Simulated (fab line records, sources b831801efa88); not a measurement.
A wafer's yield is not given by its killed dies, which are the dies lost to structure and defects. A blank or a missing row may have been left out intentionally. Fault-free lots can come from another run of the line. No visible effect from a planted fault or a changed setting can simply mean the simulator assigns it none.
fab line records / flow gf180mcu
[record] lots = 14 wafers = 42 lastDay = 34
route steps=602 shown MIM@514 M5@530 V5@541
lots with no fault: from the same line, run without faults
startH: hours from the record's opening day to when the first of the lot's shown wafers began / waitH: hours since the lot's step before / " as in the row above / L1.1+2: a row that stands for several wafers / - no value present, or no start provided / * or withheld: withheld / < > ~ a bound
route shown NAME@n: names a module that has steps shown in the file, with the first one's number in the route / usual: mean/standard deviation of fault-free wafers / same: alike in all rows / chamber/n: place in a boat / sites: each site's reading / _std_site: the standard deviation of these / _edge_site: inner sites' mean taken away from outer sites' mean / radiusMm: how far each site lies from the wafer's centre / mask NAME#n: copy n / behind: the last tool/chamber to shape the wafer / hold: what put the lot on hold/how long, in hours/how the hold closed / device: transistor that didn't switch, given as n, p or np / end of line: the same wafers' tests at the end of the route / a step with no rows: only its recipe / killed: the dies lost at the first sort to structure and to defects; this is not the yield of the wafer / map: the dies of a wafer, with x for killed, . for not killed, _ for no die there
set.NAME: the setting the step ran with; set.NAME@STEP: the setting that earlier step ran with / model.NAME: the simulator's own value behind a step, which no gauge read
steps of the route over a sample of lots; a table a step, a row a wafer
services: the hour from which a tool's chamber was out of use, counted from the record's first day as startH (under 0 if before that day), plus the number of hours and why
[[steps]]
[step GF_MIM_THK_MEAS_11]
[recipe] thkMeasGauge = xrf reads = AlCu_of_MIM_SPUTTER_08
[usual] MIM_ALCU_THK = 198.9/2.7
lot.wafer=L990.1 tool=filmMetro-01 chamber=- startH=574.76 waitH=0.1 MIM_ALCU_THK[nm]=199.9
lot.wafer=L990.2 tool=filmMetro-01 chamber=- startH=574.76 waitH=0.1 MIM_ALCU_THK[nm]=196.5
lot.wafer=L990.4 tool=filmMetro-01 chamber=- startH=574.76 waitH=0.1 MIM_ALCU_THK[nm]=199.1
lot.wafer=L992.3 tool=filmMetro-01 chamber=- startH=586.77 waitH=0.1 MIM_ALCU_THK[nm]=193.7
lot.wafer=L992.4 tool=filmMetro-01 chamber=- startH=586.77 waitH=0.1 MIM_ALCU_THK[nm]=197.5
lot.wafer=L992.6 tool=filmMetro-01 chamber=- startH=586.77 waitH=0.1 MIM_ALCU_THK[nm]=195.1
lot.wafer=L993.1 tool=filmMetro-01 chamber=- startH=598.22 waitH=0.1 MIM_ALCU_THK[nm]=196.5
lot.wafer=L993.2 tool=filmMetro-01 chamber=- startH=598.22 waitH=0.1 MIM_ALCU_THK[nm]=198.9
lot.wafer=L993.6 tool=filmMetro-01 chamber=- startH=598.22 waitH=0.1 MIM_ALCU_THK[nm]=195.9
lot.wafer=L994.2 tool=filmMetro-01 chamber=- startH=605.03 waitH=0.1 MIM_ALCU_THK[nm]=196.1
lot.wafer=L994.5 tool=filmMetro-01 chamber=- startH=605.03 waitH=0.1 MIM_ALCU_THK[nm]=198.1
lot.wafer=L994.6 tool=filmMetro-01 chamber=- startH=605.03 waitH=0.1 MIM_ALCU_THK[nm]=196.9
lot.wafer=L995.2 tool=filmMetro-04 chamber=- startH=610.59 waitH=0.1 MIM_ALCU_THK[nm]=204.6
lot.wafer=L995.4 tool=filmMetro-04 chamber=- startH=610.59 waitH=0.1 MIM_ALCU_THK[nm]=201.6
lot.wafer=L995.6 tool=filmMetro-04 chamber=- startH=610.59 waitH=0.1 MIM_ALCU_THK[nm]=204.2
lot.wafer=L996.2 tool=filmMetro-01 chamber=- startH=623.89 waitH=0.1 MIM_ALCU_THK[nm]=194.3
lot.wafer=L996.4 tool=filmMetro-01 chamber=- startH=623.89 waitH=0.1 MIM_ALCU_THK[nm]=196.8
lot.wafer=L996.5 tool=filmMetro-01 chamber=- startH=623.89 waitH=0.1 MIM_ALCU_THK[nm]=195.7
lot.wafer=L997.3 tool=filmMetro-01 chamber=- startH=630.09 waitH=0.1 MIM_ALCU_THK[nm]=198.7
lot.wafer=L997.4 tool=filmMetro-01 chamber=- startH=630.09 waitH=0.1 MIM_ALCU_THK[nm]=199.1
lot.wafer=L997.5 tool=filmMetro-01 chamber=- startH=630.09 waitH=0.1 MIM_ALCU_THK[nm]=197.5
lot.wafer=L998.3 tool=filmMetro-01 chamber=- startH=636.77 waitH=0.1 MIM_ALCU_THK[nm]=198.1
lot.wafer=L998.4 tool=filmMetro-01 chamber=- startH=636.77 waitH=0.1 MIM_ALCU_THK[nm]=198.7
lot.wafer=L998.5 tool=filmMetro-01 chamber=- startH=636.77 waitH=0.1 MIM_ALCU_THK[nm]=199.3
lot.wafer=L999.4 tool=filmMetro-04 chamber=- startH=651.09 waitH=0.1 MIM_ALCU_THK[nm]=203.4
lot.wafer=L999.5 tool=filmMetro-04 chamber=- startH=651.09 waitH=0.1 MIM_ALCU_THK[nm]=205.0
lot.wafer=L999.6 tool=filmMetro-04 chamber=- startH=651.09 waitH=0.1 MIM_ALCU_THK[nm]=205.6
lot.wafer=L100.1 tool=filmMetro-04 chamber=- startH=655.65 waitH=0.1 MIM_ALCU_THK[nm]=200.4
lot.wafer=L100.5 tool=filmMetro-04 chamber=- startH=655.65 waitH=0.1 MIM_ALCU_THK[nm]=201.7
lot.wafer=L100.6 tool=filmMetro-04 chamber=- startH=655.65 waitH=0.1 MIM_ALCU_THK[nm]=202.1
lot.wafer=L101.1 tool=filmMetro-01 chamber=- startH=662.66 waitH=0.1 MIM_ALCU_THK[nm]=196.0
lot.wafer=L101.2 tool=filmMetro-01 chamber=- startH=662.66 waitH=0.1 MIM_ALCU_THK[nm]=197.5
lot.wafer=L101.3 tool=filmMetro-01 chamber=- startH=662.66 waitH=0.1 MIM_ALCU_THK[nm]=196.3
lot.wafer=L104.1 tool=filmMetro-02 chamber=- startH=682.42 waitH=0.1 MIM_ALCU_THK[nm]=194.5
lot.wafer=L104.3 tool=filmMetro-02 chamber=- startH=682.42 waitH=0.1 MIM_ALCU_THK[nm]=197.0
lot.wafer=L104.6 tool=filmMetro-02 chamber=- startH=682.42 waitH=0.1 MIM_ALCU_THK[nm]=197.9
lot.wafer=L107.2 tool=filmMetro-02 chamber=- startH=701.06 waitH=0.1 MIM_ALCU_THK[nm]=201.3
lot.wafer=L107.4 tool=filmMetro-02 chamber=- startH=701.06 waitH=0.1 MIM_ALCU_THK[nm]=197.2
lot.wafer=L107.5 tool=filmMetro-02 chamber=- startH=701.06 waitH=0.1 MIM_ALCU_THK[nm]=199.2
lot.wafer=L110.3 tool=filmMetro-01 chamber=- startH=721.99 waitH=0.1 MIM_ALCU_THK[nm]=194.4
lot.wafer=L110.4 tool=filmMetro-01 chamber=- startH=721.99 waitH=0.1 MIM_ALCU_THK[nm]=198.7
lot.wafer=L110.5 tool=filmMetro-01 chamber=- startH=721.99 waitH=0.1 MIM_ALCU_THK[nm]=195.8
[step GF_M5_EXPOSE_04]
[recipe] maskId = Metal5 targetCdNm = 280 na = 0.68 sourceShape = conventional sigmaOuter = 0.6 doseMj = 28
[usual] focusOffsetNm = -0.1/0.49 stageVelMmS = 500.02/0.27
lot.wafer=L990.1 tool=krfScanner-01 chamber=0 startH=607.05 waitH=- mask=Metal5#0 focusOffsetNm=-0.3 stageVelMmS=499.48
lot.wafer=L990.2 tool=krfScanner-01 chamber=0 startH=607.05 waitH=- mask=Metal5#0 focusOffsetNm=-0.3 stageVelMmS=499.97
lot.wafer=L990.4 tool=krfScanner-01 chamber=0 startH=607.05 waitH=- mask=Metal5#0 focusOffsetNm=-0.6 stageVelMmS=499.48
lot.wafer=L992.3 tool=krfScanner-02 chamber=0 startH=619.71 waitH=- mask=Metal5#0 focusOffsetNm=-0.6 stageVelMmS=499.94
lot.wafer=L992.4 tool=krfScanner-02 chamber=0 startH=619.71 waitH=- mask=Metal5#0 focusOffsetNm=-0.5 stageVelMmS=499.63
lot.wafer=L992.6 tool=krfScanner-02 chamber=0 startH=619.71 waitH=- mask=Metal5#0 focusOffsetNm=0.3 stageVelMmS=499.85
lot.wafer=L993.1 tool=krfScanner-01 chamber=0 startH=631.06 waitH=- mask=Metal5#0 focusOffsetNm=0.0 stageVelMmS=500.21
lot.wafer=L993.2 tool=krfScanner-01 chamber=0 startH=631.06 waitH=- mask=Metal5#0 focusOffsetNm=0.7 stageVelMmS=500.02
lot.wafer=L993.6 tool=krfScanner-01 chamber=0 startH=631.06 waitH=- mask=Metal5#0 focusOffsetNm=0.1 stageVelMmS=500.06
lot.wafer=L994.2 tool=krfScanner-01 chamber=0 startH=637.17 waitH=- mask=Metal5#0 focusOffsetNm=-0.2 stageVelMmS=500.12
lot.wafer=L994.5 tool=krfScanner-01 chamber=0 startH=637.17 waitH=- mask=Metal5#0 focusOffsetNm=-0.5 stageVelMmS=500.42
lot.wafer=L994.6 tool=krfScanner-01 chamber=0 startH=637.17 waitH=- mask=Metal5#0 focusOffsetNm=0.1 stageVelMmS=500.57
lot.wafer=L995.2 tool=krfScanner-02 chamber=0 startH=641.77 waitH=- mask=Metal5#0 focusOffsetNm=-0.4 stageVelMmS=500.26
lot.wafer=L995.4 tool=krfScanner-02 chamber=0 startH=641.77 waitH=- mask=Metal5#0 focusOffsetNm=-0.7 stageVelMmS=499.87
lot.wafer=L995.6 tool=krfScanner-02 chamber=0 startH=641.77 waitH=- mask=Metal5#0 focusOffsetNm=-0.3 stageVelMmS=499.86
lot.wafer=L996.2 tool=krfScanner-02 chamber=0 startH=654.47 waitH=- mask=Metal5#0 focusOffsetNm=0.0 stageVelMmS=500.05
lot.wafer=L996.4 tool=krfScanner-02 chamber=0 startH=654.47 waitH=- mask=Metal5#0 focusOffsetNm=-0.5 stageVelMmS=499.77
lot.wafer=L996.5 tool=krfScanner-02 chamber=0 startH=654.47 waitH=- mask=Metal5#0 focusOffsetNm=-0.1 stageVelMmS=500.13
lot.wafer=L997.3 tool=krfScanner-02 chamber=0 startH=659.93 waitH=- mask=Metal5#0 focusOffsetNm=0.7 stageVelMmS=500.31
lot.wafer=L997.4 tool=krfScanner-02 chamber=0 startH=659.93 waitH=- mask=Metal5#0 focusOffsetNm=-0.4 stageVelMmS=500.01
lot.wafer=L997.5 tool=krfScanner-02 chamber=0 startH=659.93 waitH=- mask=Metal5#0 focusOffsetNm=0.5 stageVelMmS=499.92
lot.wafer=L998.3 tool=krfScanner-01 chamber=0 startH=666.70 waitH=- mask=Metal5#0 focusOffsetNm=0.1 stageVelMmS=499.96
lot.wafer=L998.4 tool=krfScanner-01 chamber=0 startH=666.70 waitH=- mask=Metal5#0 focusOffsetNm=0.1 stageVelMmS=500.11
lot.wafer=L998.5 tool=krfScanner-01 chamber=0 startH=666.70 waitH=- mask=Metal5#0 focusOffsetNm=-0.2 stageVelMmS=499.99
lot.wafer=L999.4 tool=krfScanner-01 chamber=0 startH=680.50 waitH=- mask=Metal5#0 focusOffsetNm=-0.7 stageVelMmS=499.88
lot.wafer=L999.5 tool=krfScanner-01 chamber=0 startH=680.50 waitH=- mask=Metal5#0 focusOffsetNm=-0.1 stageVelMmS=500.26
lot.wafer=L999.6 tool=krfScanner-01 chamber=0 startH=680.50 waitH=- mask=Metal5#0 focusOffsetNm=-0.4 stageVelMmS=499.97
lot.wafer=L100.1 tool=krfScanner-01 chamber=0 startH=683.74 waitH=- mask=Metal5#0 focusOffsetNm=-0.2 stageVelMmS=500.00
lot.wafer=L100.5 tool=krfScanner-01 chamber=0 startH=683.74 waitH=- mask=Metal5#0 focusOffsetNm=-0.2 stageVelMmS=500.09
lot.wafer=L100.6 tool=krfScanner-01 chamber=0 startH=683.74 waitH=- mask=Metal5#0 focusOffsetNm=0.3 stageVelMmS=500.24
lot.wafer=L101.1 tool=krfScanner-02 chamber=0 startH=691.06 waitH=- mask=Metal5#0 focusOffsetNm=-0.2 stageVelMmS=499.92
lot.wafer=L101.2 tool=krfScanner-02 chamber=0 startH=691.06 waitH=- mask=Metal5#0 focusOffsetNm=-0.4 stageVelMmS=499.89
lot.wafer=L101.3 tool=krfScanner-02 chamber=0 startH=691.06 waitH=- mask=Metal5#0 focusOffsetNm=-0.2 stageVelMmS=499.78
lot.wafer=L104.1 tool=krfScanner-01 chamber=0 startH=710.03 waitH=- mask=Metal5#0 focusOffsetNm=-0.1 stageVelMmS=500.06
lot.wafer=L104.3 tool=krfScanner-01 chamber=0 startH=710.03 waitH=- mask=Metal5#0 focusOffsetNm=-0.2 stageVelMmS=500.08
lot.wafer=L104.6 tool=krfScanner-01 chamber=0 startH=710.03 waitH=- mask=Metal5#0 focusOffsetNm=-0.2 stageVelMmS=499.79
lot.wafer=L107.2 tool=krfScanner-02 chamber=0 startH=732.14 waitH=- mask=Metal5#0 focusOffsetNm=-1.3 stageVelMmS=500.06
lot.wafer=L107.4 tool=krfScanner-02 chamber=0 startH=732.14 waitH=- mask=Metal5#0 focusOffsetNm=0.0 stageVelMmS=500.00
lot.wafer=L107.5 tool=krfScanner-02 chamber=0 startH=732.14 waitH=- mask=Metal5#0 focusOffsetNm=-0.5 stageVelMmS=499.82
lot.wafer=L110.3 tool=krfScanner-02 chamber=0 startH=748.23 waitH=- mask=Metal5#0 focusOffsetNm=0.6 stageVelMmS=499.84
lot.wafer=L110.4 tool=krfScanner-02 chamber=0 startH=748.23 waitH=- mask=Metal5#0 focusOffsetNm=0.8 stageVelMmS=499.69
lot.wafer=L110.5 tool=krfScanner-02 chamber=0 startH=748.23 waitH=- mask=Metal5#0 focusOffsetNm=-0.1 stageVelMmS=499.45
[step GF_M5_CD_MEAS_07]
[recipe] targetCdNm = 280
[usual] cdNm = 280.1/1.2
lot.wafer=L990.1 tool=cdSem-02 chamber=- startH=617.70 waitH=0.1 cdNm=279.7
lot.wafer=L990.2 tool=cdSem-02 chamber=- startH=617.70 waitH=0.1 cdNm=279.5
lot.wafer=L990.4 tool=cdSem-02 chamber=- startH=617.70 waitH=0.1 cdNm=280.6
lot.wafer=L992.3 tool=cdSem-01 chamber=- startH=629.64 waitH=0.1 cdNm=279.3
lot.wafer=L992.4 tool=cdSem-01 chamber=- startH=629.64 waitH=0.1 cdNm=280.4
lot.wafer=L992.6 tool=cdSem-01 chamber=- startH=629.64 waitH=0.1 cdNm=279.2
lot.wafer=L993.1 tool=cdSem-02 chamber=- startH=640.54 waitH=0.1 cdNm=281.2
lot.wafer=L993.2 tool=cdSem-02 chamber=- startH=640.54 waitH=0.1 cdNm=281.1
lot.wafer=L993.6 tool=cdSem-02 chamber=- startH=640.54 waitH=0.1 cdNm=280.2
lot.wafer=L994.2 tool=cdSem-02 chamber=- startH=646.72 waitH=0.1 cdNm=281.5
lot.wafer=L994.5 tool=cdSem-02 chamber=- startH=646.72 waitH=0.1 cdNm=281.6
lot.wafer=L994.6 tool=cdSem-02 chamber=- startH=646.72 waitH=0.1 cdNm=281.0
lot.wafer=L995.2 tool=cdSem-02 chamber=- startH=651.46 waitH=0.2 cdNm=281.6
lot.wafer=L995.4 tool=cdSem-02 chamber=- startH=651.46 waitH=0.2 cdNm=284.1
lot.wafer=L995.6 tool=cdSem-02 chamber=- startH=651.46 waitH=0.2 cdNm=283.4
lot.wafer=L996.2 tool=cdSem-01 chamber=- startH=663.77 waitH=0.1 cdNm=280.3
lot.wafer=L996.4 tool=cdSem-01 chamber=- startH=663.77 waitH=0.1 cdNm=280.1
lot.wafer=L996.5 tool=cdSem-01 chamber=- startH=663.77 waitH=0.1 cdNm=280.6
lot.wafer=L997.3 tool=cdSem-02 chamber=- startH=668.83 waitH=0.1 cdNm=279.8
lot.wafer=L997.4 tool=cdSem-02 chamber=- startH=668.83 waitH=0.1 cdNm=280.0
lot.wafer=L997.5 tool=cdSem-02 chamber=- startH=668.83 waitH=0.1 cdNm=279.9
lot.wafer=L998.3 tool=cdSem-01 chamber=- startH=676.23 waitH=0.1 cdNm=280.2
lot.wafer=L998.4 tool=cdSem-01 chamber=- startH=676.23 waitH=0.1 cdNm=280.3
lot.wafer=L998.5 tool=cdSem-01 chamber=- startH=676.23 waitH=0.1 cdNm=279.5
lot.wafer=L999.4 tool=cdSem-01 chamber=- startH=689.78 waitH=0.1 cdNm=279.8
lot.wafer=L999.5 tool=cdSem-01 chamber=- startH=689.78 waitH=0.1 cdNm=278.5
lot.wafer=L999.6 tool=cdSem-01 chamber=- startH=689.78 waitH=0.1 cdNm=279.2
lot.wafer=L100.1 tool=cdSem-01 chamber=- startH=692.97 waitH=0.1 cdNm=279.6
lot.wafer=L100.5 tool=cdSem-01 chamber=- startH=692.97 waitH=0.1 cdNm=242.4
lot.wafer=L100.6 tool=cdSem-01 chamber=- startH=692.97 waitH=0.1 cdNm=242.2
lot.wafer=L101.1 tool=cdSem-01 chamber=- startH=699.99 waitH=0.1 cdNm=279.6
lot.wafer=L101.2 tool=cdSem-01 chamber=- startH=699.99 waitH=0.1 cdNm=279.6
lot.wafer=L101.3 tool=cdSem-01 chamber=- startH=699.99 waitH=0.1 cdNm=278.6
lot.wafer=L104.1 tool=cdSem-01 chamber=- startH=718.50 waitH=0.1 cdNm=280.6
lot.wafer=L104.3 tool=cdSem-01 chamber=- startH=718.50 waitH=0.1 cdNm=279.9
lot.wafer=L104.6 tool=cdSem-01 chamber=- startH=718.50 waitH=0.1 cdNm=244.4
lot.wafer=L107.2 tool=cdSem-01 chamber=- startH=740.69 waitH=0.1 cdNm=279.1
lot.wafer=L107.4 tool=cdSem-01 chamber=- startH=740.69 waitH=0.1 cdNm=278.9
lot.wafer=L107.5 tool=cdSem-01 chamber=- startH=740.69 waitH=0.1 cdNm=279.4
lot.wafer=L110.3 tool=cdSem-01 chamber=- startH=756.59 waitH=0.1 cdNm=280.1
lot.wafer=L110.4 tool=cdSem-01 chamber=- startH=756.59 waitH=0.1 cdNm=279.9
lot.wafer=L110.5 tool=cdSem-01 chamber=- startH=756.59 waitH=0.1 cdNm=278.8
[step GF_V5_THK_MEAS_01]
[recipe] reads = SiO2_of_V5_CVD_00
[usual] V5_CVD_00_THK = 300/3
lot.wafer=L990.1 tool=filmMetro-03 chamber=- startH=618.62 waitH=0.0 V5_CVD_00_THK[nm]=305
lot.wafer=L990.2 tool=filmMetro-03 chamber=- startH=618.62 waitH=0.0 V5_CVD_00_THK[nm]=299
lot.wafer=L990.4 tool=filmMetro-03 chamber=- startH=618.62 waitH=0.0 V5_CVD_00_THK[nm]=301
lot.wafer=L992.3 tool=filmMetro-01 chamber=- startH=630.61 waitH=0.0 V5_CVD_00_THK[nm]=299
lot.wafer=L992.4 tool=filmMetro-01 chamber=- startH=630.61 waitH=0.0 V5_CVD_00_THK[nm]=300
lot.wafer=L992.6 tool=filmMetro-01 chamber=- startH=630.61 waitH=0.0 V5_CVD_00_THK[nm]=301
lot.wafer=L993.1 tool=filmMetro-01 chamber=- startH=641.41 waitH=0.0 V5_CVD_00_THK[nm]=294
lot.wafer=L993.2 tool=filmMetro-01 chamber=- startH=641.41 waitH=0.0 V5_CVD_00_THK[nm]=297
lot.wafer=L993.6 tool=filmMetro-01 chamber=- startH=641.41 waitH=0.0 V5_CVD_00_THK[nm]=298
lot.wafer=L994.2 tool=filmMetro-02 chamber=- startH=647.58 waitH=0.0 V5_CVD_00_THK[nm]=295
lot.wafer=L994.5 tool=filmMetro-02 chamber=- startH=647.58 waitH=0.0 V5_CVD_00_THK[nm]=300
lot.wafer=L994.6 tool=filmMetro-02 chamber=- startH=647.58 waitH=0.0 V5_CVD_00_THK[nm]=296
lot.wafer=L995.2 tool=filmMetro-01 chamber=- startH=652.35 waitH=0.0 V5_CVD_00_THK[nm]=297
lot.wafer=L995.4 tool=filmMetro-01 chamber=- startH=652.35 waitH=0.0 V5_CVD_00_THK[nm]=300
lot.wafer=L995.6 tool=filmMetro-01 chamber=- startH=652.35 waitH=0.0 V5_CVD_00_THK[nm]=297
lot.wafer=L996.2 tool=filmMetro-03 chamber=- startH=664.70 waitH=0.0 V5_CVD_00_THK[nm]=293
lot.wafer=L996.4 tool=filmMetro-03 chamber=- startH=664.70 waitH=0.0 V5_CVD_00_THK[nm]=296
lot.wafer=L996.5 tool=filmMetro-03 chamber=- startH=664.70 waitH=0.0 V5_CVD_00_THK[nm]=295
lot.wafer=L997.3 tool=filmMetro-02 chamber=- startH=669.70 waitH=0.0 V5_CVD_00_THK[nm]=294
lot.wafer=L997.4 tool=filmMetro-02 chamber=- startH=669.70 waitH=0.0 V5_CVD_00_THK[nm]=294
lot.wafer=L997.5 tool=filmMetro-02 chamber=- startH=669.70 waitH=0.0 V5_CVD_00_THK[nm]=296
lot.wafer=L998.3 tool=filmMetro-01 chamber=- startH=677.08 waitH=0.0 V5_CVD_00_THK[nm]=296
lot.wafer=L998.4 tool=filmMetro-01 chamber=- startH=677.08 waitH=0.0 V5_CVD_00_THK[nm]=299
lot.wafer=L998.5 tool=filmMetro-01 chamber=- startH=677.08 waitH=0.0 V5_CVD_00_THK[nm]=304
lot.wafer=L999.4 tool=filmMetro-03 chamber=- startH=690.62 waitH=0.0 V5_CVD_00_THK[nm]=299
lot.wafer=L999.5 tool=filmMetro-03 chamber=- startH=690.62 waitH=0.0 V5_CVD_00_THK[nm]=302
lot.wafer=L999.6 tool=filmMetro-03 chamber=- startH=690.62 waitH=0.0 V5_CVD_00_THK[nm]=301
lot.wafer=L100.1 tool=filmMetro-02 chamber=- startH=693.84 waitH=0.0 V5_CVD_00_THK[nm]=301
lot.wafer=L100.5 tool=filmMetro-02 chamber=- startH=693.84 waitH=0.0 V5_CVD_00_THK[nm]=303
lot.wafer=L100.6 tool=filmMetro-02 chamber=- startH=693.84 waitH=0.0 V5_CVD_00_THK[nm]=302
lot.wafer=L101.1 tool=filmMetro-01 chamber=- startH=700.90 waitH=0.0 V5_CVD_00_THK[nm]=301
lot.wafer=L101.2 tool=filmMetro-01 chamber=- startH=700.90 waitH=0.0 V5_CVD_00_THK[nm]=304
lot.wafer=L101.3 tool=filmMetro-01 chamber=- startH=700.90 waitH=0.0 V5_CVD_00_THK[nm]=301
lot.wafer=L104.1 tool=filmMetro-02 chamber=- startH=719.37 waitH=0.0 V5_CVD_00_THK[nm]=299
lot.wafer=L104.3 tool=filmMetro-02 chamber=- startH=719.37 waitH=0.0 V5_CVD_00_THK[nm]=305
lot.wafer=L104.6 tool=filmMetro-02 chamber=- startH=719.37 waitH=0.0 V5_CVD_00_THK[nm]=300
lot.wafer=L107.2 tool=filmMetro-02 chamber=- startH=741.58 waitH=0.0 V5_CVD_00_THK[nm]=301
lot.wafer=L107.4 tool=filmMetro-02 chamber=- startH=741.58 waitH=0.0 V5_CVD_00_THK[nm]=299
lot.wafer=L107.5 tool=filmMetro-02 chamber=- startH=741.58 waitH=0.0 V5_CVD_00_THK[nm]=305
lot.wafer=L110.3 tool=filmMetro-03 chamber=- startH=757.44 waitH=0.0 V5_CVD_00_THK[nm]=299
lot.wafer=L110.4 tool=filmMetro-03 chamber=- startH=757.44 waitH=0.0 V5_CVD_00_THK[nm]=305
lot.wafer=L110.5 tool=filmMetro-03 chamber=- startH=757.44 waitH=0.0 V5_CVD_00_THK[nm]=303
[step GF_V5_CMP_04]
[recipe] material = SiO2 downForcePsi = 4 platenRpm = 60 padVelocityMS = 0.94248
[usual] motorCurrentA = 12.8/1.2
lot.wafer=L990.2 tool=cmp-02 chamber=0 startH=619.03 waitH=0.2 motorCurrentA=12.4
lot.wafer=L990.4 tool=cmp-02 chamber=1 startH=619.03 waitH=0.2 motorCurrentA=14.6
lot.wafer=L990.1 tool=cmp-02 chamber=3 startH=619.03 waitH=0.2 motorCurrentA=12.2
lot.wafer=L992.3 tool=cmp-01 chamber=1 startH=630.86 waitH=0.1 motorCurrentA=13.5
lot.wafer=L992.4 tool=cmp-01 chamber=3 startH=630.86 waitH=0.1 motorCurrentA=12.9
lot.wafer=L992.6 tool=cmp-01 chamber=1 startH=630.86 waitH=0.1 motorCurrentA=12.9
lot.wafer=L993.1 tool=cmp-01 chamber=3 startH=641.77 waitH=0.2 motorCurrentA=12.5
lot.wafer=L993.2 tool=cmp-01 chamber=1 startH=641.77 waitH=0.2 motorCurrentA=13.0
lot.wafer=L993.6 tool=cmp-01 chamber=2 startH=641.77 waitH=0.2 motorCurrentA=13.3
lot.wafer=L994.2 tool=cmp-01 chamber=2 startH=647.90 waitH=0.1 motorCurrentA=14.2
lot.wafer=L994.5 tool=cmp-01 chamber=0 startH=647.90 waitH=0.1 motorCurrentA=10.1
lot.wafer=L994.6 tool=cmp-01 chamber=1 startH=647.90 waitH=0.1 motorCurrentA=13.3
lot.wafer=L995.2 tool=cmp-01 chamber=1 startH=652.57 waitH=0.0 motorCurrentA=13.4
lot.wafer=L995.4 tool=cmp-01 chamber=3 startH=652.57 waitH=0.0 motorCurrentA=12.8
lot.wafer=L995.6 tool=cmp-01 chamber=2 startH=652.57 waitH=0.0 motorCurrentA=13.9
lot.wafer=L996.4 tool=cmp-02 chamber=1 startH=665.02 waitH=0.1 motorCurrentA=13.0
lot.wafer=L996.2 tool=cmp-02 chamber=3 startH=665.02 waitH=0.1 motorCurrentA=11.9
lot.wafer=L996.5 tool=cmp-02 chamber=0 startH=665.02 waitH=0.1 motorCurrentA=11.9
lot.wafer=L997.3 tool=cmp-02 chamber=2 startH=669.96 waitH=0.0 motorCurrentA=13.8
lot.wafer=L997.4 tool=cmp-02 chamber=3 startH=669.96 waitH=0.0 motorCurrentA=11.6
lot.wafer=L997.5 tool=cmp-02 chamber=2 startH=669.96 waitH=0.0 motorCurrentA=13.9
lot.wafer=L998.4 tool=cmp-01 chamber=3 startH=677.39 waitH=0.1 motorCurrentA=13.0
lot.wafer=L998.3 tool=cmp-01 chamber=0 startH=677.39 waitH=0.1 motorCurrentA=9.4
lot.wafer=L998.5 tool=cmp-01 chamber=1 startH=677.39 waitH=0.1 motorCurrentA=12.8
lot.wafer=L999.4 tool=cmp-01 chamber=3 startH=690.92 waitH=0.1 motorCurrentA=13.7
lot.wafer=L999.5 tool=cmp-01 chamber=1 startH=690.92 waitH=0.1 motorCurrentA=12.4
lot.wafer=L999.6 tool=cmp-01 chamber=2 startH=690.92 waitH=0.1 motorCurrentA=13.2
lot.wafer=L100.1 tool=cmp-02 chamber=2 startH=694.07 waitH=0.1 motorCurrentA=14.3
lot.wafer=L100.5 tool=cmp-02 chamber=2 startH=694.07 waitH=0.1 motorCurrentA=13.6
lot.wafer=L100.6 tool=cmp-02 chamber=3 startH=694.07 waitH=0.1 motorCurrentA=12.3
lot.wafer=L101.3 tool=cmp-02 chamber=3 startH=701.17 waitH=0.1 motorCurrentA=12.1
lot.wafer=L101.2 tool=cmp-02 chamber=0 startH=701.17 waitH=0.1 motorCurrentA=12.4
lot.wafer=L101.1 tool=cmp-02 chamber=1 startH=701.17 waitH=0.1 motorCurrentA=13.5
lot.wafer=L104.1 tool=cmp-02 chamber=2 startH=719.60 waitH=0.1 motorCurrentA=13.5
lot.wafer=L104.3 tool=cmp-02 chamber=0 startH=719.60 waitH=0.1 motorCurrentA=12.8
lot.wafer=L104.6 tool=cmp-02 chamber=2 startH=719.60 waitH=0.1 motorCurrentA=13.6
lot.wafer=L107.4 tool=cmp-01 chamber=2 startH=741.80 waitH=0.0 motorCurrentA=14.0
lot.wafer=L107.2 tool=cmp-01 chamber=0 startH=741.80 waitH=0.0 motorCurrentA=9.8
lot.wafer=L107.5 tool=cmp-01 chamber=2 startH=741.80 waitH=0.0 motorCurrentA=13.6
lot.wafer=L110.3 tool=cmp-02 chamber=0 startH=757.75 waitH=0.1 motorCurrentA=12.7
lot.wafer=L110.4 tool=cmp-02 chamber=1 startH=757.75 waitH=0.1 motorCurrentA=13.4
lot.wafer=L110.5 tool=cmp-02 chamber=2 startH=757.75 waitH=0.1 motorCurrentA=13.7
[[services]]
tool=cmp-01 chamber=- startH=604.04 hours=0.4 kind=repair
tool=krfScanner-02 chamber=- startH=604.31 hours=1.3 kind=pm
tool=cmp-01 chamber=- startH=612.61 hours=7.9 kind=repair
tool=krfScanner-02 chamber=- startH=617.05 hours=0.8 kind=repair
tool=krfScanner-02 chamber=0 startH=624.66 hours=- kind=calibration
tool=krfScanner-01 chamber=- startH=643.07 hours=1.1 kind=repair
tool=krfScanner-01 chamber=- startH=644.21 hours=0.8 kind=pm
tool=cmp-02 chamber=- startH=648.36 hours=4.4 kind=pm
tool=krfScanner-01 chamber=- startH=650.90 hours=1.0 kind=pm
tool=cmp-02 chamber=- startH=656.16 hours=0.4 kind=repair
tool=cmp-01 chamber=- startH=680.76 hours=0.9 kind=repair
tool=krfScanner-01 chamber=- startH=681.21 hours=0.3 kind=repair
tool=krfScanner-01 chamber=- startH=688.92 hours=9.2 kind=repair
tool=krfScanner-01 chamber=0 startH=690.31 hours=- kind=calibration
tool=krfScanner-02 chamber=- startH=699.00 hours=1.0 kind=pm
tool=krfScanner-02 chamber=- startH=712.79 hours=0.8 kind=pm
tool=krfScanner-01 chamber=- startH=714.79 hours=1.5 kind=repair
tool=krfScanner-01 chamber=- startH=721.43 hours=1.3 kind=pm
tool=cmp-02 chamber=- startH=721.58 hours=1.6 kind=repair
tool=krfScanner-01 chamber=- startH=731.82 hours=1.1 kind=repair
tool=krfScanner-02 chamber=- startH=736.15 hours=3.0 kind=repair
tool=cmp-01 chamber=- startH=744.21 hours=4.0 kind=pm
tool=cmp-01 chamber=- startH=748.21 hours=- kind=consumableReplace:conditioner
tool=cmp-01 chamber=- startH=748.21 hours=- kind=consumableReplace:pad
[[key]]
[firstSign] step = GF_M5_CD_MEAS_07 reading = cdNm direction = down sigmas = 30 usual = 280.1 struck = 243.0
effect none on later readings
metAt GF_M5_EXPOSE_04
struckLots L100,L104
struckWafers L100.5,L100.6,L104.6
sortLeftOut L100.5,L100.6,L104.6
notActingAt GF_MIM_THK_MEAS_11,GF_V5_THK_MEAS_01,GF_V5_CMP_04
onsetBetween 680.50 683.74
[fault] kind = processParameterDrift tool = krfScanner-01 chamber = - onsetH = 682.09 steps = GF_M5_EXPOSE_04 channel = focusNm offset = 378.33 shape = step endH = 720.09 scope = struckWafersOnly
// sortLeftOut: the simulated sort isn't trusted on such a fault, so these wafers' sort isn't shown, and their yield isn't known
